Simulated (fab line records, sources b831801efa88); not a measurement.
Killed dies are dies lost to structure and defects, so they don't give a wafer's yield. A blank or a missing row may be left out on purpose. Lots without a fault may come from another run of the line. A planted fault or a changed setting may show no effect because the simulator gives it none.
Chamber matching | flow gf180mcu | GF_STI_CMP_25 on cmp-01: 4 sister chambers
The step polishes, stops on Si3N4, t overpolish 33 s, target thk 524.6 nm. 16 wafers are shown with their chamber, then 8 later ones without.

WAFERS WITH THEIR CHAMBER
wafer  | chamber | motor_current_A (A) | time_to_endpoint_s (s) | overpolish_run_s (s)
L823.1 | 3       | 10.9                | 132                    | 32.987
L823.2 | 2       | 12.1                | 131                    | 33.005
L823.3 | 0       | 12.4                | 134                    | 32.994
L826.2 | 0       | 12.0                | 131                    | 33.009
L826.3 | 3       | 10.1                | 129                    | 33.004
L826.6 | 1       | 11.9                | 128                    | 32.989
L828.3 | 2       | 12.2                | 125                    | 32.996
L828.4 | 3       | 10.3                | 133                    | 33.007
L828.6 | 0       | 11.9                | 130                    | 33.000
L829.4 | 3       | 10.3                | 128                    | 32.989
L829.5 | 0       | 12.0                | 128                    | 33.006
L829.6 | 1       | 12.1                | 124                    | 32.994
L831.1 | 2       | 12.0                | 130                    | 33.000
L831.4 | 3       | 10.8                | 132                    | 33.015
L831.6 | 3       | 10.6                | 132                    | 32.981
L832.1 | 2       | 12.0                | 120                    | 33.010

SIGNATURES (means of the wafers above)
reading            | chamber 0 | chamber 1 | chamber 2 | chamber 3 | scatter within a chamber
motor_current_A    | 12.075    | 12.000    | 12.075    | 10.500    | 0.241
time_to_endpoint_s | 130.75    | 126.00    | 126.50    | 131.00    | 3.21
overpolish_run_s   | 33.00225  | 32.99150  | 33.00275  | 32.99717  | 0.00978
Rule: a wafer's distance from a chamber is the root of the sum, over the readings, of the square of ((its reading less the chamber's mean) divided by the reading's scatter). The wafer belongs to the nearest chamber; if the next one is less than 2 further off, it can't be placed. The scatter: the root of (the sum of the squares of (reading less its chamber's mean) over the shown wafers, divided by (wafers less chambers)).

WAFERS WITHOUT THEIR CHAMBER
wafer  | motor_current_A (A) | time_to_endpoint_s (s) | overpolish_run_s (s)
L832.3 | 10.6                | 120                    | 32.991
L832.6 | 11.7                | 127                    | 32.990
L838.1 | 10.5                | 121                    | 32.998
L838.3 | 11.9                | 122                    | 32.982
L838.6 | 12.7                | 120                    | 32.988
L844.1 | 12.5                | 114                    | 33.010
L844.3 | 10.4                | 120                    | 33.007
L844.6 | 11.8                | 116                    | 33.001

WHICH CHAMBER EACH WENT THROUGH
wafer  | from the rows above          | in truth
L832.3 | 3                            | 3
L832.6 | can't be placed: 1 or 2 or 0 | 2
L838.1 | 3                            | 3
L838.3 | can't be placed: 1 or 2 or 0 | 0
L838.6 | can't be placed: 1 or 2 or 0 | 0
L844.1 | can't be placed: 2 or 1 or 0 | 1
L844.3 | 3                            | 3
L844.6 | can't be placed: 1 or 2 or 0 | 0
Placed correctly: 3 of 8. Can't be placed from these rows: 5 (the true chamber is among the candidates in 5). Placed wrongly: 0.
